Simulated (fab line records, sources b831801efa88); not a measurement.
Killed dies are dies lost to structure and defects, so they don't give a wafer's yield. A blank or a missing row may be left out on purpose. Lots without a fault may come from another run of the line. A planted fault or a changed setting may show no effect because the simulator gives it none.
Which tool did it? | flow sky130 | 24 lots, 72 wafers sampled, at 6 steps of a route of 708

WHAT THE GAUGES READ, wafer by wafer
SKY_METAL1_OVL_MEAS_16. Usual: METAL1_OVL -2 nm, standard deviation 4.9.
lot  | measured     | on         | METAL1_OVL (nm) | flag
L074 | day 32 18:20 | overlay-01 | 3 9 9           |
L075 | day 33 02:02 | overlay-02 | -6 -1 -9        |
L076 | day 34 10:17 | overlay-02 | 5 8 2           |
L077 | day 34 13:37 | overlay-02 | -8 -3 0         |
L079 | day 34 15:56 | overlay-02 | 0 3 -2          |
L080 | day 34 17:01 | overlay-02 | -2 -5 -3        |
L078 | day 34 17:02 | overlay-01 | -1 -4 -6        |
L081 | day 34 21:08 | overlay-01 | -1 4 4          |
L082 | day 35 08:46 | overlay-01 | -1 -3 -5        |
L083 | day 35 17:47 | overlay-01 | -8 2 -8         |
L085 | day 36 05:53 | overlay-02 | 0 -6 -3         |
L084 | day 36 06:44 | overlay-02 | -1 -3 0         |
L086 | day 36 18:17 | overlay-01 | 0 6 3           |
L089 | day 38 01:02 | overlay-01 | -12 -6 -7       |
L087 | day 38 02:11 | overlay-01 | -4 1 -8         |
L088 | day 38 02:37 | overlay-01 | -13 -11 -10     |
L090 | day 38 05:10 | overlay-01 | -10 -8 -8       |
L091 | day 38 08:10 | overlay-01 | -5 -5 -3        |
L092 | day 38 11:32 | overlay-02 | 7 1 1           |
L093 | day 38 13:58 | overlay-01 | -6 -4 0         |
L094 | day 38 23:50 | overlay-01 | 4 2 1           |
L095 | day 39 08:29 | overlay-02 | -3 -2 -6        |
L096 | day 39 11:54 | overlay-01 | -1 0 -5         |
L097 | day 39 16:20 | overlay-02 | -3 0 -2         |

SKY_VIA1_OVL_MEAS_13. Usual: VIA1_OVL -1 nm, standard deviation 5.3.
lot  | measured     | on         | VIA1_OVL (nm) | flag
L074 | day 33 22:17 | overlay-02 | 4 7 8         |
L075 | day 34 06:01 | overlay-01 | -2 -7 -3      |
L076 | day 35 14:37 | overlay-01 | -1 -4 -8      |
L077 | day 35 17:26 | overlay-02 | 1 3 1         |
L079 | day 35 19:36 | overlay-01 | 7 0 5         |
L080 | day 35 21:13 | overlay-01 | -4 -9 -8      |
L078 | day 35 19:57 | overlay-01 | -6 -4 -8      |
L081 | day 36 01:34 | overlay-02 | 3 0 4         |
L082 | day 36 12:55 | overlay-02 | -2 7 2        |
L083 | day 36 21:11 | overlay-01 | -1 1 3        |
L085 | day 37 08:41 | overlay-02 | -1 3 -2       |
L084 | day 37 09:55 | overlay-02 | -7 -3 -8      |
L086 | day 37 22:28 | overlay-01 | -1 2 -9       |
L089 | day 39 03:50 | overlay-02 | 10 8 8        |
L087 | day 39 04:46 | overlay-02 | -6 -7 -3      |
L088 | day 39 05:13 | overlay-02 | -7 -1 1       |
L090 | day 39 07:50 | overlay-01 | 9 3 2         |
L091 | day 39 09:53 | overlay-01 | -7 -4 -11     |
L092 | day 39 12:53 | overlay-02 | -9 1 -6       |
L093 | day 39 14:25 | overlay-01 | 4 0 -7        |
L094 | day 40 05:43 | overlay-01 | 3 2 -1        |
L095 | day 40 10:34 | overlay-02 | 2 5 2         |
L096 | day 40 13:45 | overlay-02 | -1 -6 -4      |
L097 | day 40 17:31 | overlay-02 | -2 -7 -2      |

WHICH TOOL RAN EACH LOT (tool, then ch and the chambers of the sampled wafers, then the start)
lot  | SKY_LI_CONTACT_ETCH_14             | SKY_CONTACT_ETCH_18                           | SKY_CONTACT_SPUTTER_23       | SKY_CONTACT_CMP_27
L074 | rie_diel-04 ch 1,2,3, day 29 02:20 | rie_diel-02 ch 0,1, day 31 13:50 or earlier   | pvd_sputter-04, day 31 13:50 | cmp-01 ch 0,2,3, day 31 14:18
L075 | rie_diel-02 ch 0,2,3, day 29 11:48 | rie_diel-01 ch 0,1,3, day 31 22:24 or earlier | pvd_sputter-04, day 31 22:24 | cmp-01 ch 0,2,3, day 31 22:51
L076 | rie_diel-04 ch 1,3, day 30 20:12   | rie_diel-02 ch 0,1,2, day 33 06:15 or earlier | pvd_sputter-03, day 33 06:15 | cmp-01 ch 0,2, day 33 06:39
L077 | rie_diel-04 ch 0,1, day 30 22:25   | rie_diel-02 ch 2,3, day 33 10:25 or earlier   | pvd_sputter-03, day 33 10:25 | cmp-01 ch 1,2,3, day 33 10:46
L079 | rie_diel-02 ch 1,2,3, day 31 00:46 | rie_diel-01 ch 1,2,3, day 33 11:04 or earlier | pvd_sputter-04, day 33 11:04 | cmp-02 ch 0,2,3, day 33 11:29
L080 | rie_diel-03 ch 1,3, day 31 00:54   | rie_diel-02 ch 1,2,3, day 33 12:19 or earlier | pvd_sputter-03, day 33 12:19 | cmp-01 ch 0,3, day 33 12:40
L078 | rie_diel-04 ch 1,2,3, day 31 01:08 | rie_diel-01 ch 2,3, day 33 13:07 or earlier   | pvd_sputter-04, day 33 13:07 | cmp-01 ch 0,2,3, day 33 13:28
L081 | rie_diel-03 ch 0,2,3, day 31 07:34 | rie_diel-03 ch 1,2,3, day 33 16:44 or earlier | pvd_sputter-04, day 33 16:44 | cmp-02 ch 0,1,2, day 33 17:05
L082 | rie_diel-02 ch 0,3, day 31 19:10   | rie_diel-03 ch 2,3, day 34 04:16 or earlier   | pvd_sputter-03, day 34 04:16 | cmp-01 ch 0,3, day 34 04:40
L083 | rie_diel-04 ch 0,3, day 32 03:47   | rie_diel-02 ch 2,3, day 34 14:20 or earlier   | pvd_sputter-02, day 34 14:20 | cmp-01 ch 0,1,3, day 34 15:05
L085 | rie_diel-04 ch 0,1,3, day 32 16:19 | rie_diel-01 ch 0,1,3, day 35 02:29 or earlier | pvd_sputter-03, day 35 02:29 | cmp-02 ch 0,3, day 35 02:53
L084 | rie_diel-03 ch 1,2,3, day 32 16:40 | rie_diel-02 ch 0,2,3, day 35 03:22 or earlier | pvd_sputter-03, day 35 03:22 | cmp-01 ch 0,1, day 35 03:46
L086 | rie_diel-03 ch 0,1,3, day 33 05:24 | rie_diel-03 ch 0,1,3, day 35 15:09 or earlier | pvd_sputter-04, day 35 15:09 | cmp-01 ch 0,2,3, day 35 15:30
L089 | rie_diel-03 ch 0,2,3, day 34 14:13 | rie_diel-03 ch 0,2,3, day 36 21:57 or earlier | pvd_sputter-04, day 36 21:57 | cmp-02 ch 1,2,3, day 36 22:32
L087 | rie_diel-02 ch 0,1,2, day 34 15:37 | rie_diel-01 ch 0,1,2, day 36 23:06 or earlier | pvd_sputter-04, day 36 23:06 | cmp-02 ch 0,1,2, day 36 23:27
L088 | rie_diel-04 ch 0,1,2, day 34 16:49 | rie_diel-02 ch 0,2,3, day 36 23:22 or earlier | pvd_sputter-02, day 36 23:22 | cmp-02 ch 0,2,3, day 36 23:45
L090 | rie_diel-04 ch 0,1,2, day 34 18:18 | rie_diel-03 ch 0,1,3, day 37 02:13 or earlier | pvd_sputter-04, day 37 02:13 | cmp-02 ch 0,2,3, day 37 02:34
L091 | rie_diel-04 ch 1,2, day 34 21:05   | rie_diel-01 ch 1,2, day 37 05:17 or earlier   | pvd_sputter-03, day 37 05:17 | cmp-02 ch 1,2, day 37 05:38
L092 | rie_diel-02 ch 1,3, day 35 01:17   | rie_diel-01 ch 1,2, day 37 09:07 or earlier   | pvd_sputter-02, day 37 09:07 | cmp-02 ch 0,1, day 37 09:29
L093 | rie_diel-04 ch 1,2, day 35 03:46   | rie_diel-03 ch 0,1,3, day 37 11:52 or earlier | pvd_sputter-03, day 37 11:52 | cmp-02 ch 1,2, day 37 12:14
L094 | rie_diel-02 ch 0,1, day 35 12:35   | rie_diel-03 ch 1,2,3, day 37 22:01 or earlier | pvd_sputter-03, day 37 22:01 | cmp-02 ch 0,2,3, day 37 22:25
L095 | rie_diel-03 ch 2,3, day 35 23:09   | rie_diel-02 ch 0,2, day 38 06:38 or earlier   | pvd_sputter-04, day 38 06:38 | cmp-02 ch 0,1,3, day 38 06:59
L096 | rie_diel-04 ch 0,1,3, day 36 03:40 | rie_diel-01 ch 0,1,2, day 38 10:17 or earlier | pvd_sputter-02, day 38 10:17 | cmp-02 ch 2,3, day 38 10:41
L097 | rie_diel-03 ch 0,1,3, day 36 08:15 | rie_diel-03 ch 1,2,3, day 38 16:30 or earlier | pvd_sputter-04, day 38 16:30 | cmp-02 ch 0,1,3, day 38 16:54
- SKY_LI_CONTACT_ETCH_14: etches BARC in N2/H2, stops on SiO2, time 45.9 s, target depth 60 nm.
- SKY_CONTACT_ETCH_18: etches Si3N4 in CHF3/O2, stops on TiN, time 39 s, target depth 75 nm.
- SKY_CONTACT_SPUTTER_23: material TiN, target thk 20 nm, time 80 s.
- SKY_CONTACT_CMP_27: polishes, stops on SiO2, t overpolish 15 s, target thk 0 nm.

WHAT THE TOOLS THEMSELVES READ (means of the sampled wafers that have a number; where no wafer has one, the mark that the record gives instead)
SKY_LI_CONTACT_ETCH_14. Usual: chamber_pressure_mTorr 30.000 mTorr, standard deviation 0.026; drypump_motor_current_A 5.9 A, standard deviation 0.46; oes_product_au 0.854 a.u., standard deviation 0.0046; throttle_valve_pct 13.225 %, standard deviation 0.0086.
lot  | tool        | chamber_pressure_mTorr (mTorr) | drypump_motor_current_A (A) | oes_product_au (a.u.) | throttle_valve_pct (%) | flag
L074 | rie_diel-04 | 29.994                         | 6.1                         | 0.857                 | 13.226                 |
L075 | rie_diel-02 | 30.010                         | 5.7                         | 0.858                 | 13.226                 |
L076 | rie_diel-04 | 29.999                         | 6.3                         | 0.855                 | 13.221                 |
L077 | rie_diel-04 | 30.013                         | 5.4                         | 0.858                 | 13.232                 |
L079 | rie_diel-02 | 29.980                         | 5.8                         | 0.851                 | 13.225                 |
L080 | rie_diel-03 | 29.984                         | 5.5                         | 0.850                 | 13.224                 |
L078 | rie_diel-04 | 30.023                         | 6.1                         | 0.854                 | 13.224                 |
L081 | rie_diel-03 | 29.979                         | 6.3                         | 0.856                 | 13.226                 |
L082 | rie_diel-02 | 30.006                         | 5.8                         | 0.850                 | 13.221                 |
L083 | rie_diel-04 | 30.002                         | 6.0                         | 0.856                 | 13.224                 |
L085 | rie_diel-04 | 29.987                         | 5.8                         | 0.855                 | 13.215                 |
L084 | rie_diel-03 | 30.000                         | 5.9                         | 0.855                 | 13.228                 |
L086 | rie_diel-03 | 30.002                         | 6.0                         | 0.853                 | 13.225                 |
L089 | rie_diel-03 | 29.987                         | 6.4                         | 0.856                 | 13.237                 |
L087 | rie_diel-02 | 30.002                         | 5.8                         | 0.852                 | 13.228                 |
L088 | rie_diel-04 | 29.998                         | 5.6                         | 0.851                 | 13.231                 |
L090 | rie_diel-04 | 30.002                         | 5.6                         | 0.853                 | 13.219                 |
L091 | rie_diel-04 | 29.986                         | 5.9                         | 0.850                 | 13.221                 |
L092 | rie_diel-02 | 29.998                         | 5.9                         | 0.851                 | 13.229                 |
L093 | rie_diel-04 | 29.999                         | 5.9                         | 0.861                 | 13.227                 |
L094 | rie_diel-02 | 30.019                         | 6.0                         | 0.853                 | 13.234                 |
L095 | rie_diel-03 | 30.006                         | 6.3                         | 0.855                 | 13.225                 |
L096 | rie_diel-04 | 30.006                         | 5.8                         | 0.852                 | 13.223                 |
L097 | rie_diel-03 | 29.980                         | 6.0                         | 0.854                 | 13.221                 |

SKY_CONTACT_ETCH_18. Usual: chamber_pressure_mTorr 40.00 mTorr, standard deviation 0.035; drypump_motor_current_A 5.9 A, standard deviation 0.39; oes_product_au 0.856 a.u., standard deviation 0.0073; throttle_valve_pct 8.792 %, standard deviation 0.0087.
lot  | tool        | chamber_pressure_mTorr (mTorr) | drypump_motor_current_A (A) | oes_product_au (a.u.) | throttle_valve_pct (%) | flag
L074 | rie_diel-02 | 39.97                          | 5.9                         | 0.853                 | 8.791                  |
L075 | rie_diel-01 | 39.98                          | 5.7                         | 0.859                 | 8.793                  |
L076 | rie_diel-02 | 39.99                          | 5.8                         | 0.846                 | 8.791                  |
L077 | rie_diel-02 | 40.03                          | 5.7                         | 0.854                 | 8.789                  |
L079 | rie_diel-01 | 39.98                          | 5.8                         | 0.857                 | 8.784                  |
L080 | rie_diel-02 | 40.01                          | 5.8                         | 0.864                 | 8.794                  |
L078 | rie_diel-01 | 39.99                          | 6.0                         | 0.853                 | 8.793                  |
L081 | rie_diel-03 | 40.04                          | 5.9                         | 0.850                 | 8.791                  |
L082 | rie_diel-03 | 39.98                          | 6.3                         | 0.849                 | 8.780                  |
L083 | rie_diel-02 | 40.04                          | 5.7                         | 0.863                 | 8.800                  |
L085 | rie_diel-01 | 40.00                          | 5.7                         | 0.860                 | 8.795                  |
L084 | rie_diel-02 | 40.00                          | 5.7                         | 0.853                 | 8.787                  |
L086 | rie_diel-03 | 40.00                          | 5.9                         | 0.851                 | 8.798                  |
L089 | rie_diel-03 | 40.02                          | 6.4                         | 0.860                 | 8.796                  |
L087 | rie_diel-01 | 40.00                          | 5.7                         | 0.852                 | 8.792                  |
L088 | rie_diel-02 | 39.99                          | 5.7                         | 0.857                 | 8.788                  |
L090 | rie_diel-03 | 40.01                          | 5.9                         | 0.864                 | 8.798                  |
L091 | rie_diel-01 | 40.01                          | 5.6                         | 0.859                 | 8.804                  |
L092 | rie_diel-01 | 40.01                          | 5.7                         | 0.861                 | 8.796                  |
L093 | rie_diel-03 | 39.97                          | 6.0                         | 0.849                 | 8.795                  |
L094 | rie_diel-03 | 40.00                          | 5.9                         | 0.860                 | 8.789                  |
L095 | rie_diel-02 | 39.98                          | 5.7                         | 0.854                 | 8.796                  |
L096 | rie_diel-01 | 40.01                          | 5.7                         | 0.856                 | 8.797                  |
L097 | rie_diel-03 | 39.99                          | 5.9                         | 0.856                 | 8.794                  |

SKY_CONTACT_SPUTTER_23. Usual: throttle_valve_pct 30.2 %, standard deviation 0.9.
lot  | tool           | throttle_valve_pct (%) | flag
L074 | pvd_sputter-04 | 29.8                   |
L075 | pvd_sputter-04 | 29.8                   |
L076 | pvd_sputter-03 | 31.6                   |
L077 | pvd_sputter-03 | 30.8                   |
L079 | pvd_sputter-04 | 29.5                   |
L080 | pvd_sputter-03 | 30.3                   |
L078 | pvd_sputter-04 | 29.6                   |
L081 | pvd_sputter-04 | 29.5                   |
L082 | pvd_sputter-03 | 30.8                   |
L083 | pvd_sputter-02 | 30.9                   |
L085 | pvd_sputter-03 | 31.1                   |
L084 | pvd_sputter-03 | 30.4                   |
L086 | pvd_sputter-04 | 29.6                   |
L089 | pvd_sputter-04 | 29.6                   |
L087 | pvd_sputter-04 | 29.9                   |
L088 | pvd_sputter-02 | 30.9                   |
L090 | pvd_sputter-04 | 29.6                   |
L091 | pvd_sputter-03 | 31.1                   |
L092 | pvd_sputter-02 | 31.4                   |
L093 | pvd_sputter-03 | 30.1                   |
L094 | pvd_sputter-03 | 30.2                   |
L095 | pvd_sputter-04 | 29.2                   |
L096 | pvd_sputter-02 | 30.0                   |
L097 | pvd_sputter-04 | 29.7                   |

SKY_CONTACT_CMP_27. Usual: motor_current_A 10.9 A, standard deviation 1.3; overpolish_run_s 15.000 s, standard deviation 0.0087; slurry_flow_ml_min 150.1, standard deviation 0.48; time_to_endpoint_s 82 s, standard deviation 3.1.
lot  | tool   | motor_current_A (A) | overpolish_run_s (s) | slurry_flow_ml_min | time_to_endpoint_s (s) | flag
L074 | cmp-01 | 12.1                | 15.006               | 149.9              | 84                     |
L075 | cmp-01 | 11.8                | 14.995               | 150.1              | 82                     |
L076 | cmp-01 | 11.8                | 14.999               | 150.1              | 78                     |
L077 | cmp-01 | 11.6                | 14.995               | 150.2              | 78                     |
L079 | cmp-02 | 10.9                | 14.998               | 150.2              | 85                     |
L080 | cmp-01 | 11.8                | 14.999               | 149.6              | 82                     |
L078 | cmp-01 | 12.0                | 15.005               | 149.8              | 81                     |
L081 | cmp-02 | 10.4                | 14.997               | 150.2              | 81                     |
L082 | cmp-01 | 12.1                | 15.002               | 150.0              | 78                     |
L083 | cmp-01 | 12.0                | 14.995               | 149.9              | 79                     |
L085 | cmp-02 | 10.5                | 14.999               | 150.2              | 83                     |
L084 | cmp-01 | 12.4                | 14.998               | 149.7              | 81                     |
L086 | cmp-01 | 12.3                | 14.997               | 149.9              | 82                     |
L089 | cmp-02 | 9.8                 | 15.006               | 149.8              | 86                     |
L087 | cmp-02 | 10.3                | 14.992               | 150.2              | 82                     |
L088 | cmp-02 | 10.7                | 14.998               | 150.1              | 84                     |
L090 | cmp-02 | 10.6                | 14.997               | 150.2              | 85                     |
L091 | cmp-02 | 9.4                 | 15.000               | 150.0              | 88                     |
L092 | cmp-02 | 10.4                | 14.998               | 150.4              | 83                     |
L093 | cmp-02 | 9.3                 | 15.011               | 150.5              | 86                     |
L094 | cmp-02 | 11.0                | 14.994               | 150.6              | 83                     |
L095 | cmp-02 | 9.9                 | 14.993               | 150.0              | 84                     |
L096 | cmp-02 | 10.5                | 14.993               | 149.9              | 85                     |
L097 | cmp-02 | 9.9                 | 15.006               | 149.4              | 80                     |

THE ANSWER, worked out from the rows above alone
Rule: a lot is off if the mean of its wafers that have a number lies more than 3 standard deviations from the usual mean. A lot without any number at a reading at which 4 lots or more have one is off too. The other lots that the step has rows for count as sound. The gauges are gone through in route order, then the tools' own readings, and for those a lot's mean is taken as printed above. The first step at which some lot is off is used, and at that step the reading that is off furthest; a lot without a number counts as furthest.
No lot is off at any reading shown: from this, nothing can be told.

WHAT THE SIMULATOR HAD PUT IN
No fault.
